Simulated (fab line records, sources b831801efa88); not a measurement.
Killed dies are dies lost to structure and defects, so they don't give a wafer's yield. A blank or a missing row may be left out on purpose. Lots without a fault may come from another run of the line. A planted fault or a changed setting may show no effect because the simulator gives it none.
fab line records | flow sky130
record lots=5 wafers=15 last_day=49
route steps=708 shown VIA3@588 METAL4@598 CAP2M@603 PAD_OPEN@708
lots that met no fault: from a run of the same line without faults
start_h: hours from the record's first day to the start of the lot's first wafer shown | wait_h: hours since the lot's step before | " the same as in the row above | L1.1+2: a row that stands for several wafers | - no value, or no start given | * or withheld: withheld | < > ~ a bound
route shown NAME@n: a module of which the file shows steps, and the number in the route of the first | usual: mean/standard deviation of fault-free wafers | same: alike in all rows | chamber/n: place in a boat | sites: the reading at each site | _std_site: their standard deviation | _edge_site: outer sites' mean less inner sites' | radius_mm: how far each site lies from the wafer's centre | mask NAME#n: copy n | behind: the tool/chamber that last shaped the wafer | hold: why the lot was held/for how many hours/how that ended | device: the transistor (n, p or np) that didn't switch | end of line: the same wafers' tests at the end of the route | a step without rows: its recipe alone | killed: dies lost to structure and defects at the first sort, not the wafer's yield | map: a wafer's dies, x killed, . not, _ none there
set.NAME: the setting as run; set.NAME@STEP: as run at that earlier step | model.NAME: the simulator's own value behind a step, which no gauge read
lots at some steps of the route; a table a step, a row a wafer
services: from which hour (start_h, from the record's first day; less than 0 if before it) a tool's chamber was out of use, for how many hours, and why
## steps
# step SKY_VIA3_ETCH_15
# recipe target=SiO2 chemistry=C4F8/O2/Ar target_depth_nm=507 stop_on=TiN mask_material=KrF-thick source_w=1500 bias_w=1200 pressure_mtorr=40 c4f8_flow_sccm=withheld O2_flow_sccm=6 Ar_flow_sccm=300 time_s=78
# usual oes_product_au=0.952/0.0049
# columns lot.wafer tool chamber start_h wait_h oes_product_au rf_hours_counter_h
L504.2 rie_diel-01 2 965.64 0.0 0.956 9
L504.4 " 3 " " 0.948 11
L504.6 " 2 " " 0.960 -
L505.1 rie_diel-02 1 981.94 0.0 0.968 14
L505.2 " 3 " " 0.953 4
L505.5 " 3 " " 0.941 -
L508.2 rie_diel-01 3 984.64 0.0 0.947 12
L508.3 " 2 " " 0.950 10
L508.5 " 2 " " 0.952 -
L517.1 rie_diel-02 1 1033.29 0.0 0.956 16
L517.2 " 0 " " 0.950 11
L517.3 " 3 " " 0.949 7
L519.1 rie_diel-02 3 1060.64 0.0 0.953 8
L519.2 " 2 " " 0.956 20
L519.5 " 1 " " 0.958 -
# step SKY_VIA3_STRIP_16
# recipe chemistry=O2/N2 power_w=1400 pressure_mtorr=1500 platen_temp_c=withheld o2_flow_sccm=3000 n2_flow_sccm=300 overash_fraction=0.5
# step SKY_VIA3_STRIP_17
# recipe chemistry=post_etch_residue_remover time_s=1200 temp_c=72.5
# step SKY_VIA3_CLEAN_18
# recipe chemistry=IPA time_s=180 temp_c=25
# step SKY_VIA3_CLEAN_19
# recipe chemistry=O3/DIW dry=n2_spin
# step SKY_VIA3_SPUTTER_20
# recipe material=TiN target_thk_nm=20 chamber_pressure_pa=5 power_w=4000 time_s=80
# step SKY_VIA3_CVD_21
# recipe material=W target_thk_nm=390 time_s=117.31 temp_c=400 pressure_torr=40
# usual chamber_pressure_Torr=39.99/0.091 heater_power_w=875/100
# columns lot.wafer tool chamber start_h wait_h chamber_pressure_Torr heater_power_w
L504.2 cvd_w-02 0 966.39 0.1 39.94 1041
L504.4 " 0 " " 39.89 1054
L504.6 " 0 " " 39.92 1066
L505.1 cvd_w-01 1 982.70 0.0 39.79 816
L505.2 " 0 " " 40.14 839
L505.5 " 0 " " 40.09 855
L508.2 cvd_w-01 0 985.37 0.0 40.01 845
L508.3 " 1 " " 39.99 819
L508.5 " 0 " " 39.93 820
L517.1 cvd_w-02 1 1034.01 0.0 39.95 796
L517.2 " 0 " " 40.07 1044
L517.3 " 0 " " 40.21 1036
L519.1 cvd_w-02 1 1061.38 0.0 39.76 771
L519.2 " 0 " " 39.93 1060
L519.5 " 1 " " 40.03 790
# step SKY_VIA3_RS_MEAS_22
# recipe thk_meas_gauge=four-point-probe reads=W_of_VIA3_CVD_21+TiN_of_VIA3_SPUTTER_20
# usual VIA3_W_RS=0.292/0.0035
# columns lot.wafer tool chamber start_h wait_h VIA3_W_RS[ohm/sq]
L504.2 film_metro-01 - 966.62 0.2 0.294
L504.4 " - " " 0.298
L504.6 " - " " 0.295
L505.1 film_metro-03 - 982.82 0.1 0.289
L505.2 " - " " 0.282
L505.5 " - " " 0.285
L508.2 film_metro-02 - 985.51 0.1 0.291
L508.3 " - " " 0.293
L508.5 " - " " 0.287
L517.1 film_metro-03 - 1034.13 0.1 0.294
L517.2 " - " " 0.292
L517.3 " - " " 0.292
L519.1 film_metro-01 - 1061.50 0.1 0.298
L519.2 " - " " 0.299
L519.5 " - " " 0.297
# step SKY_VIA3_THK_MEAS_23
# recipe thk_meas_gauge=xrf reads=W_of_VIA3_CVD_21
# usual VIA3_W_THK=387/5.8
# columns lot.wafer tool chamber start_h wait_h VIA3_W_THK[nm]
L504.2 film_metro-01 - 966.73 0.1 391
L504.4 " - " " 385
L504.6 " - " " 389
L505.1 film_metro-03 - 982.94 0.1 385
L505.2 " - " " 392
L505.5 " - " " 390
L508.2 film_metro-02 - 985.62 0.1 388
L508.3 " - " " 383
L508.5 " - " " 390
L517.1 film_metro-03 - 1034.25 0.1 380
L517.2 " - " " 382
L517.3 " - " " 379
L519.1 film_metro-01 - 1061.62 0.1 381
L519.2 " - " " 381
L519.5 " - " " 386
# step SKY_VIA3_CMP_24
# recipe stop_on=SiO2 t_overpolish_s=20 down_force_psi=3.5 platen_rpm=60 target_thk_nm=0 pad_velocity_m_s=0.94248
# usual motor_current_A=11.5/0.94 overpolish_run_s=20.001/0.0095 retaining_ring_pressure_frac=1.000/0.0045 time_to_endpoint_s=97.0/2.9
# columns lot.wafer tool chamber start_h wait_h motor_current_A overpolish_run_s retaining_ring_pressure_frac time_to_endpoint_s
L504.4 cmp-01 2 966.83 0.1 11.8 20.005 1.003 94.9
L504.2 " 3 " " 12.2 19.999 0.997 93.4
L504.6 " 2 " " 12.3 19.997 1.003 92.9
L505.1 cmp-01 2 983.00 0.1 12.2 19.999 0.995 97.1
L505.2 " 0 " " 10.5 20.000 0.999 101.2
L505.5 " 2 " " 11.5 19.994 0.996 102.1
L508.2 cmp-01 3 985.67 0.0 11.5 20.000 1.010 100.2
L508.3 " 2 " " 11.4 20.002 1.004 95.3
L508.5 " 3 " " 12.2 19.984 1.000 98.0
L517.3 cmp-01 0 1034.99 0.7 10.9 20.001 0.993 96.6
L517.2 " 1 " " 12.6 19.989 1.006 96.5
L517.1 " 2 " " 11.9 20.004 1.001 97.6
L519.2 cmp-01 3 1061.73 0.1 11.5 20.003 1.000 96.6
L519.1 " 0 " " 10.7 20.005 0.998 97.2
L519.5 " 3 " " 12.0 19.989 0.998 100.4
# step SKY_METAL4_SPUTTER_00
# recipe material=Ti target_thk_nm=15 power_w=3000 time_s=10 chamber_pressure_pa=0.4
# usual cathode_dc_power_W=3000.0/0.53 throttle_valve_pct=29.7/0.67
# columns lot.wafer tool chamber start_h wait_h cathode_dc_power_W throttle_valve_pct
L504.2 pvd_sputter-04 - 967.08 0.1 2999.1 29.5
L504.4 " - " " 3000.7 29.8
L504.6 " - " " 3000.3 30.2
L505.1 pvd_sputter-03 - 983.30 0.2 3000.0 29.1
L505.2 " - " " 3000.1 28.1
L505.5 " - " " 2999.4 29.4
L508.2 pvd_sputter-03 - 985.97 0.2 2999.8 30.3
L508.3 " - " " 2999.8 28.2
L508.5 " - " " 2999.7 28.3
L517.1 pvd_sputter-04 - 1035.24 0.1 3000.6 30.5
L517.2 " - " " 2998.9 29.9
L517.3 " - " " 2999.9 29.9
L519.1 pvd_sputter-01 - 1061.98 0.1 3000.1 28.6
L519.2 " - " " 2999.3 29.7
L519.5 " - " " 3000.5 28.2
# step SKY_METAL4_SPUTTER_01
# recipe material=TiN target_thk_nm=20 power_w=6500 time_s=16.7 chamber_pressure_pa=0.4
# usual cathode_dc_power_W=6500.0/1.2 throttle_valve_pct=29.7/0.67
# columns lot.wafer tool chamber start_h wait_h cathode_dc_power_W throttle_valve_pct
L504.2 pvd_sputter-04 - 967.10 0.0 6499.4 29.4
L504.4 " - " " 6500.5 30.1
L504.6 " - " " 6500.5 30.2
L505.1 pvd_sputter-03 - 983.32 0.0 6499.9 28.7
L505.2 " - " " 6497.4 28.4
L505.5 " - " " 6497.9 29.3
L508.2 pvd_sputter-03 - 985.99 0.0 6502.3 29.9
L508.3 " - " " 6500.4 28.1
L508.5 " - " " 6502.4 28.1
L517.1 pvd_sputter-04 - 1035.26 0.0 6498.1 30.5
L517.2 " - " " 6499.0 29.8
L517.3 " - " " 6501.2 29.9
L519.1 pvd_sputter-01 - 1062.00 0.0 6500.2 28.4
L519.2 " - " " 6502.1 29.7
L519.5 " - " " 6498.8 28.6
# step SKY_METAL4_SPUTTER_02
# recipe material=AlCu target_thk_nm=735 power_w=10220 time_s=39.1 chamber_pressure_pa=0.4
# usual cathode_dc_power_W=10220/1.6 throttle_valve_pct=29.7/0.67
# columns lot.wafer tool chamber start_h wait_h cathode_dc_power_W throttle_valve_pct model.AlCu_of_METAL4_SPUTTER_02.thk_nm
L504.2 pvd_sputter-04 - 967.13 0.0 10221 29.6 725.9
L504.4 " - " " 10218 29.7 720.1
L504.6 " - " " 10220 29.7 725.7
L505.1 pvd_sputter-03 - 983.35 0.0 10218 28.9 713.4
L505.2 " - " " 10221 28.2 707.7
L505.5 " - " " 10218 29.4 704.8
L508.2 pvd_sputter-03 - 986.02 0.0 10221 29.7 713.7
L508.3 " - " " 10218 28.4 709.8
L508.5 " - " " 10222 28.2 715.4
L517.1 pvd_sputter-04 - 1035.29 0.0 10221 30.4 702.9
L517.2 " - " " 10219 29.7 857.2
L517.3 " - " " 10217 29.9 702
L519.1 pvd_sputter-01 - 1062.03 0.0 10220 28.3 709.9
L519.2 " - " " 10218 29.5 706.2
L519.5 " - " " 10221 28.3 706.2
# step SKY_METAL4_SPUTTER_03
# recipe material=Ti target_thk_nm=5 power_w=3000 time_s=3.3 chamber_pressure_pa=0.4
# step SKY_METAL4_SPUTTER_04
# recipe material=TiN target_thk_nm=70 power_w=6500 time_s=58.3 chamber_pressure_pa=0.4
# step SKY_CAP2M_CVD_00
# recipe material=SiO2 target_thk_nm=15.5 temp_c=400 time_s=withheld rf_w=450
# step SKY_CAP2M_THK_MEAS_01
# recipe reads=SiO2_of_CAP2M_CVD_00
# usual CAP2M_CVD_00_THK=15.51/0.21
# columns lot.wafer tool chamber start_h wait_h CAP2M_CVD_00_THK[nm]
L504.2 film_metro-02 - 967.26 - 15.81
L504.4 " - " " 15.80
L504.6 " - " " 15.93
L505.1 film_metro-04 - 983.48 - 15.51
L505.2 " - " " 15.52
L505.5 " - " " 15.62
L508.2 film_metro-01 - 986.16 - 15.18
L508.3 " - " " 15.82
L508.5 " - " " 15.58
L517.1 film_metro-04 - 1035.41 - 15.18
L517.2 " - " " 15.34
L517.3 " - " " 15.45
L519.1 film_metro-04 - 1062.16 - 15.19
L519.2 " - " " 15.53
L519.5 " - " " 15.45
# step SKY_CAP2M_SPUTTER_02
# recipe material=TiN target_thk_nm=200 temp_c=300 power_w=6500 time_s=166.7 chamber_pressure_pa=0.4
# step SKY_CAP2M_RS_MEAS_03
# recipe thk_meas_gauge=four-point-probe reads=TiN_of_CAP2M_SPUTTER_02
# usual CAP2M_TIN_RS=6.91/0.062
# columns lot.wafer tool chamber start_h wait_h CAP2M_TIN_RS[ohm/sq]
L504.2 film_metro-04 - 967.44 0.1 6.93
L504.4 " - " " 6.88
L504.6 " - " " 6.89
L505.1 film_metro-02 - 983.64 0.1 6.82
L505.2 " - " " 6.89
L505.5 " - " " 6.86
L508.2 film_metro-02 - 986.34 0.1 6.97
L508.3 " - " " 6.92
L508.5 " - " " 6.87
L517.1 film_metro-04 - 1035.58 0.1 6.93
L517.2 " - " " 6.92
L517.3 " - " " 6.86
L519.1 film_metro-02 - 1062.33 0.1 6.99
L519.2 " - " " 7.00
L519.5 " - " " 6.99
# step SKY_CAP2M_THK_MEAS_04
# recipe thk_meas_gauge=xrf reads=TiN_of_CAP2M_SPUTTER_02
# usual CAP2M_TIN_THK=203.9/2.5
# columns lot.wafer tool chamber start_h wait_h CAP2M_TIN_THK[nm]
L504.2 film_metro-04 - 967.55 0.1 204.2
L504.4 " - " " 205.2
L504.6 " - " " 205.9
L505.1 film_metro-02 - 983.76 0.1 205.8
L505.2 " - " " 203.1
L505.5 " - " " 203.3
L508.2 film_metro-02 - 986.45 0.1 201.5
L508.3 " - " " 201.8
L508.5 " - " " 203.8
L517.1 film_metro-04 - 1035.70 0.1 205.7
L517.2 " - " " 206.3
L517.3 " - " " 207.3
L519.1 film_metro-02 - 1062.45 0.1 200.5
L519.2 " - " " 200.1
L519.5 " - " " 201.1
# step SKY_CAP2M_DEHYDRATE_05
# recipe temp_c=200 time_s=60
# step SKY_CAP2M_HMDS_06
# recipe prime_time_s=60 prime_temp_c=120
# step SKY_CAP2M_COAT_07
# recipe resist=NOVOLAK spin_rpm=3000 resist_thk_nm=1140
# step SKY_CAP2M_SOFTBAKE_08
# recipe temp_c=90 time_s=60 resist=NOVOLAK
# step SKY_CAP2M_EXPOSE_09
# recipe mask_id=CAP2M na=0.6 source_shape=conventional sigma_outer=0.6 polarization=unpolarized target_cd_nm=1000 dose_mj=159
# step SKY_CAP2M_PEB_10
# recipe temp_c=withheld time_s=* resist=NOVOLAK
# step SKY_CAP2M_DEVELOP_11
# recipe resist=NOVOLAK developer=TMAH develop_time_s=60 dev_temp_c=23
# step SKY_CAP2M_OVL_MEAS_12
# usual CAP2M_OVL=-0.5/1.2
# columns lot.wafer tool chamber start_h wait_h CAP2M_OVL[nm]
L504.2 overlay-01 - 990.90 0.1 -0.5
L504.4 " - " " -0.8
L504.6 " - " " -1.2
L505.1 overlay-02 - 1006.93 0.1 -0.9
L505.2 " - " " -0.3
L505.5 " - " " -1.0
L508.2 overlay-02 - 1008.90 0.1 -0.5
L508.3 " - " " -0.9
L508.5 " - " " 1.3
L517.1 overlay-02 - 1057.54 0.1 -2.6
L517.2 " - " " -1.0
L517.3 " - " " -1.5
L519.1 overlay-01 - 1082.84 0.1 -1.1
L519.2 " - " " 0.2
L519.5 " - " " -1.7
# step SKY_CAP2M_METAL_ETCH_13
# recipe target_depth_nm=220 stop_on=SiO2 chemistry=Cl2/BCl3 target=TiN pressure_mtorr=10 icp_w=900 bias_w=48.5 Cl2_flow_sccm=60 bcl3_flow_sccm=30 time_s=62.9
# step SKY_CAP2M_STRIP_14
# recipe chemistry=O2/N2 power_w=1400 pressure_mtorr=1500 platen_temp_c=withheld o2_flow_sccm=3000 n2_flow_sccm=300 overash_fraction=0.5
# step SKY_CAP2M_STRIP_15
# recipe chemistry=post_etch_residue_remover time_s=1200 temp_c=72.5
# step SKY_CAP2M_CLEAN_16
# recipe chemistry=IPA time_s=180 temp_c=25
# step SKY_CAP2M_CLEAN_17
# recipe chemistry=O3/DIW dry=n2_spin
# step SKY_METAL4_DEHYDRATE_05
# recipe temp_c=200 time_s=60
# step SKY_METAL4_HMDS_06
# recipe prime_time_s=60 prime_temp_c=120
# step SKY_METAL4_COAT_07
# recipe resist=BARC temp_c=withheld time_s=withheld spin_rpm=3000 resist_thk_nm=60
# step SKY_METAL4_COAT_08
# recipe resist=KrF-thick spin_rpm=3000 resist_thk_nm=1140
# step SKY_METAL4_SOFTBAKE_09
# recipe temp_c=100 time_s=90 resist=KrF-thick
# step SKY_METAL4_EXPOSE_10
# recipe mask_id=MM4 na=0.68 source_shape=annular sigma_inner=0.4 sigma_outer=0.8 target_cd_nm=300 dose_mj=28
# step SKY_METAL4_PEB_11
# recipe peb_temp_c=withheld peb_time_s=withheld resist=KrF-thick
# step SKY_METAL4_DEVELOP_12
# recipe develop_time_s=60 resist=KrF-thick dev_temp_c=21
# step SKY_METAL4_CD_MEAS_13
# recipe target_cd_nm=300
# usual cd_nm=300.3/1.1
# columns lot.wafer tool chamber start_h wait_h cd_nm
L504.2 cd_sem-01 - 1013.99 - 299.9
L504.4 " - " " 301.4
L504.6 " - " " 300.9
L505.1 cd_sem-02 - 1030.20 - 299.7
L505.2 " - " " 300.8
L505.5 " - " " 301.4
L508.2 cd_sem-01 - 1031.67 - 299.5
L508.3 " - " " 298.7
L508.5 " - " " 299.8
L517.1 cd_sem-01 - 1078.51 - 299.0
L517.2 " - " " 299.7
L517.3 " - " " 298.2
L519.1 cd_sem-02 - 1104.15 - 300.9
L519.2 " - " " 299.8
L519.5 " - " " 301.0
# step SKY_METAL4_METAL_ETCH_18
# recipe target_depth_a=8450 stop_on=SiO2 over_etch_frac=0.3 time_s=183.1 chemistry=Cl2/BCl3 resist_sidewall_deg=88 pressure_mtorr=10 icp_w=900 bias_w=48.5 Cl2_flow_sccm=60 bcl3_flow_sccm=30
# usual drypump_motor_current_A=6.0/0.48 oes_product_au=0.852/0.0056 throttle_valve_pct=22.265/0.0089
# columns lot.wafer tool chamber start_h wait_h drypump_motor_current_A oes_product_au rf_hours_counter_h throttle_valve_pct
L504.2 rie_metal-01 0 1014.27 0.0 6.3 0.857 15 22.262
L504.4 " 0 " " 6.3 0.851 - 22.251
L504.6 " 0 " " 6.3 0.854 - 22.268
L505.1 rie_metal-02 1 1030.50 0.0 5.7 0.850 13 22.263
L505.2 " 1 " " 5.7 0.848 - 22.266
L505.5 " 1 " " 5.7 0.851 - 22.263
L508.2 rie_metal-01 0 1031.95 0.0 6.3 0.845 16 22.271
L508.3 " 0 " " 6.3 0.856 - 22.268
L508.5 " 1 " " 6.5 0.858 - 22.263
L517.1 rie_metal-02 0 1078.81 0.0 5.4 0.849 24 22.256
L517.2 " 1 " " 5.7 0.930 17 22.287
L517.3 " 0 " " 5.4 0.847 - 22.259
L519.1 rie_metal-01 0 1104.45 0.0 6.3 0.850 21 22.264
L519.2 " 1 " " 6.5 0.843 15 22.247
L519.5 " 0 " " 6.3 0.853 - 22.282
# step SKY_PAD_OPEN_PROBE_99
# usual defect_limited_yield=82.3/2.1 killed_at_M0_to_M3=43/7.4 killed_at_M4_up=3.1/1.8 killed_at_contacts=26/5.6 killed_at_front_end=15/4.9 killed_at_other=0.2/0.44 killed_dies=87/10 killed_open=48/7.6 killed_short=39/6.2 sort_bin_3_pad_short=0.9/0.43 sort_bin_5_function=10.5/1.5 sort_bin_6_memory=6.3/1.2 sort_n_pass=405/10 sort_yield_pct=82.3/2.1
# same gross_dies=492 killed_at_back_side=0 sort_bin_4_leakage[%]=0 sort_bin_8_speed[%]=0
# columns lot.wafer tool chamber start_h wait_h defect_limited_yield[%] killed_at_M0_to_M3 killed_at_M4_up killed_at_contacts killed_at_front_end killed_at_other killed_dies killed_open killed_short sort_bin_3_pad_short[%] sort_bin_5_function[%] sort_bin_6_memory[%] sort_n_pass sort_yield_pct[%] model.etest.met4.line_ohm_um model.etest.met4.rs_ohm_sq
L504.2 prober-01 - 1104.87 0.1 81.5 48 8 18 17 0 91 46 45 1.2 10.2 7.1 401 81.5 0.1449 0.04301
L504.4 prober-01 - 1104.97 0.2 80.3 47 3 24 23 0 97 63 34 1.6 12.4 5.7 395 80.3 0.1443 0.04381
L504.6 prober-01 - 1105.07 0.2 82.1 45 3 26 14 0 88 41 47 1.8 11.0 5.1 404 82.1 0.1437 0.04336
L505.1 prober-02 - 1121.06 0.1 82.1 44 2 28 14 0 88 47 39 1.2 10.8 5.9 404 82.1 0.1448 0.0435
L505.2 prober-02 - 1121.11 0.1 84.6 42 2 21 11 0 76 33 43 0.6 10.4 4.5 416 84.6 0.1482 0.0446
L505.5 prober-02 - 1121.26 0.2 82.9 46 1 27 10 0 84 45 39 0.8 8.7 7.5 408 82.9 0.1473 0.04457
L508.2 prober-02 - 1122.61 0.1 80.9 50 4 22 17 1 94 56 37 0.6 12.0 6.5 398 80.9 0.1451 0.04415
L508.3 prober-02 - 1122.66 0.2 84.3 35 5 22 14 1 77 39 37 0.8 9.1 5.7 415 84.3 0.1448 0.04417
L508.5 prober-02 - 1122.76 0.2 82.7 34 5 28 18 0 85 49 36 0.2 10.6 6.5 407 82.7 0.1455 0.04412
L517.1 prober-01 - 1162.88 0.1 77.4 66 1 17 26 1 111 59 52 1.2 13.8 7.5 381 77.4 0.1492 0.04498
L517.2 prober-01 - 1162.93 0.1 83.3 46 2 24 9 1 82 40 41 0.2 10.6 5.9 410 83.3 0.1244 0.03688
L517.3 prober-01 - 1162.98 0.2 80.3 53 4 31 8 1 97 51 45 1.6 11.2 6.9 395 80.3 0.1511 0.04492
L519.1 prober-01 - 1184.10 0.1 81.3 47 1 31 13 0 92 45 46 1.2 9.1 8.3 400 81.3 0.1442 0.04387
L519.2 prober-01 - 1184.15 0.1 79.7 56 2 28 13 1 100 54 46 0.6 12.2 7.5 392 79.7 0.1453 0.0448
L519.5 prober-01 - 1184.30 0.2 81.3 52 1 25 14 0 92 45 46 0.6 10.2 7.9 400 81.3 0.1473 0.0444
# killed by level:class
L504.2 VIA1:geometric_particle:open=14 METAL2:geometric_particle:short=8 VIA1:geometric_particle:short=7 METAL4:geometric_particle:short=6 LI_CONTACT:geometric_particle:open=6 CONTACT:geometric_particle:open=6 FIELD_ISO:geometric_particle:open=5 METAL1:geometric_particle:short=5
L504.4 CONTACT:geometric_particle:open=14 VIA1:geometric_particle:open=12 VIA2:geometric_particle:open=9 POLY_GATE:geometric_particle:open=6 VIA3:geometric_particle:open=6 FIELD_ISO:geometric_particle:open=5 VIA1:geometric_particle:short=5 POLY_GATE:geometric_particle:short=4
L504.6 CONTACT:geometric_particle:open=15 VIA1:geometric_particle:short=12 FIELD_ISO:geometric_particle:short=7 VIA1:geometric_particle:open=7 METAL3:geometric_particle:short=7 METAL2:geometric_particle:short=6 VIA3:geometric_particle:open=5 FIELD_ISO:geometric_particle:open=4
L505.1 CONTACT:geometric_particle:open=14 VIA1:geometric_particle:open=9 CONTACT:geometric_particle:short=8 VIA2:geometric_particle:open=7 METAL2:geometric_particle:short=6 FIELD_ISO:geometric_particle:short=5 VIA1:geometric_particle:short=5 METAL1:geometric_particle:short=4
L505.2 VIA1:geometric_particle:open=8 LI_CONTACT:geometric_particle:open=7 METAL1:geometric_particle:short=6 LOCAL_INTERCONNECT:geometric_particle:short=5 METAL3:geometric_particle:short=5 VIA1:geometric_particle:short=4 VIA2:geometric_particle:open=4 FIELD_ISO:geometric_particle:short=3
L505.5 CONTACT:geometric_particle:open=11 VIA1:geometric_particle:open=10 LI_CONTACT:geometric_particle:open=7 VIA3:geometric_particle:open=6 METAL1:geometric_particle:short=6 METAL2:geometric_particle:short=6 LOCAL_INTERCONNECT:geometric_particle:short=5 CONTACT:geometric_particle:short=4
L508.2 VIA1:geometric_particle:open=16 VIA2:geometric_particle:open=9 POLY_GATE:geometric_particle:short=8 VIA3:geometric_particle:open=8 LI_CONTACT:geometric_particle:open=6 CONTACT:geometric_particle:open=5 METAL2:geometric_particle:short=5 FIELD_ISO:geometric_particle:open=4
L508.3 FIELD_ISO:geometric_particle:open=8 LOCAL_INTERCONNECT:geometric_particle:short=8 VIA1:geometric_particle:open=8 METAL1:geometric_particle:short=6 VIA2:geometric_particle:open=4 CONTACT:geometric_particle:open=4 METAL3:geometric_particle:short=4 FIELD_ISO:geometric_particle:short=3
L508.5 VIA1:geometric_particle:open=9 LI_CONTACT:geometric_particle:open=8 CONTACT:geometric_particle:open=8 VIA2:geometric_particle:open=7 FIELD_ISO:geometric_particle:open=6 FIELD_ISO:geometric_particle:short=6 METAL4:geometric_particle:short=5 LOCAL_INTERCONNECT:geometric_particle:short=4
L517.1 METAL1:geometric_particle:short=12 VIA1:geometric_particle:open=12 VIA2:geometric_particle:open=9 POLY_GATE:geometric_particle:open=8 VIA1:geometric_particle:short=8 METAL2:geometric_particle:short=8 FIELD_ISO:geometric_particle:open=7 LI_CONTACT:geometric_particle:open=7
L517.2 VIA3:geometric_particle:open=8 VIA1:geometric_particle:open=8 CONTACT:geometric_particle:open=6 CONTACT:geometric_particle:short=6 VIA1:geometric_particle:short=6 VIA2:geometric_particle:open=6 LI_CONTACT:geometric_particle:open=5 METAL1:geometric_particle:short=5
L517.3 VIA3:geometric_particle:open=9 METAL1:geometric_particle:short=8 LI_CONTACT:geometric_particle:open=8 VIA1:geometric_particle:open=8 CONTACT:geometric_particle:open=7 CONTACT:geometric_particle:short=7 METAL2:geometric_particle:short=6 VIA1:geometric_particle:short=5
L519.1 VIA1:geometric_particle:open=10 VIA1:geometric_particle:short=8 LOCAL_INTERCONNECT:geometric_particle:short=7 CONTACT:geometric_particle:open=7 VIA2:geometric_particle:open=7 CONTACT:geometric_particle:short=6 VIA3:geometric_particle:open=6 FIELD_ISO:geometric_particle:open=5
L519.2 VIA1:geometric_particle:open=13 CONTACT:geometric_particle:short=12 VIA2:geometric_particle:open=12 CONTACT:geometric_particle:open=8 VIA3:geometric_particle:open=7 METAL2:geometric_particle:short=6 METAL1:geometric_particle:short=6 FIELD_ISO:geometric_particle:open=5
L519.5 VIA1:geometric_particle:open=11 CONTACT:geometric_particle:open=7 METAL2:geometric_particle:short=7 VIA3:geometric_particle:open=7 VIA1:geometric_particle:short=6 METAL3:geometric_particle:short=5 LI_CONTACT:geometric_particle:short=5 FIELD_ISO:geometric_particle:short=4
## services
# columns tool chamber start_h hours kind
cmp-01 - 943.30 7.2 pm
rie_diel-02 - 945.87 1.1 repair
rie_diel-01 2 952.34 8.8 repair
rie_diel-02 - 955.39 14.6 pm
cvd_w-02 1 964.27 5.6 repair
rie_metal-01 - 966.51 2.8 pm
pvd_sputter-03 - 966.55 3.4 repair
rie_metal-01 - 975.36 3.6 repair
cmp-01 - 977.89 4.7 pm
rie_metal-01 - 982.06 14.6 pm
pvd_sputter-03 2 983.45 - consumable_replace:kit
rie_diel-01 1 983.92 4.2 repair
rie_diel-02 1 1001.27 4.6 repair
rie_diel-01 - 1001.54 0.6 repair
cvd_w-02 - 1006.53 0.9 repair
rie_diel-01 0 1012.29 3.8 repair
cmp-01 - 1020.51 2.0 repair
pvd_sputter-04 - 1020.83 1.3 repair
rie_metal-02 0 1028.91 2.1 repair
rie_diel-02 2 1054.59 3.9 repair
cvd_w-02 - 1069.68 2.8 repair
cmp-01 - 1084.16 4.0 pm
rie_diel-01 0 1096.20 10.7 repair
cvd_w-02 - 1098.98 6.9 pm
## key
first_sign step=SKY_METAL4_METAL_ETCH_18 reading=oes_product_au direction=up sigmas=14 usual=0.852 struck=0.930
effect none on later readings
model_effect step=SKY_METAL4_SPUTTER_02 value=AlCu_of_METAL4_SPUTTER_02.thk_nm without=702.8 struck=857.2
model_effect step=SKY_PAD_OPEN_PROBE_99 value=etest.met4.line_ohm_um without=0.152 struck=0.1244
met_at SKY_METAL4_SPUTTER_02
struck_wafers L517.2
onset_between 967.13 1035.29
fault kind=process_parameter_drift tool=pvd_sputter-04 chamber=- onset_h=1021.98 steps=SKY_METAL4_SPUTTER_02 channel=time_s offset=* shape=step end_h=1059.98 acts_in=* stated=* scope=struck_wafers_only
